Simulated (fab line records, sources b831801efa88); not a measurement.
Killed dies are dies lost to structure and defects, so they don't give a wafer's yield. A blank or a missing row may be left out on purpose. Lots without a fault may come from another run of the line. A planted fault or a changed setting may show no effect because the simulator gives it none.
Chamber matching | flow gf180mcu | GF_V3_CVD_00 on hdpcvd-02: 3 sister chambers
The step deposits SiO2, target thk 600 nm, time 100 s. 3 wafers are shown with their chamber, then 7 later ones without.

WAFERS WITH THEIR CHAMBER
wafer  | chamber | run_length_s (s)
L251.5 | 0       | 128.5
L255.2 | 2       | 127.7
L255.3 | 1       | 127.4

WAFERS WITHOUT THEIR CHAMBER
wafer  | run_length_s (s)
L255.4 | 127.5
L257.3 | 128.6
L257.5 | 127.9
L257.6 | 127.7
L258.1 | 128.6
L258.2 | 127.7
L258.4 | 127.5

WHICH CHAMBER EACH WENT THROUGH
wafer  | from the rows above     | in truth
L255.4 | can't be placed: 1 or 2 | 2
L257.3 | 0                       | 0
L257.5 | 2                       | 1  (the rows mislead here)
L257.6 | 2                       | 2
L258.1 | 0                       | 0
L258.2 | 2                       | 2
L258.4 | can't be placed: 1 or 2 | 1
Placed correctly: 4 of 7. Can't be placed from these rows: 2 (the true chamber is among the candidates in 2). Placed wrongly: 1.
How it was worked out, from the rows above alone: a wafer's distance from a chamber is the root of the sum, over the readings, of the square of ((its reading less the chamber's mean) divided by the reading's scatter). The wafer belongs to the nearest chamber; if the next one is less than 2 further off, it can't be placed. A chamber's mean is the mean of its shown wafers. The scatter: with one shown wafer a chamber, the root of the mean of the squares of how far each hidden wafer lies from its nearest shown one.
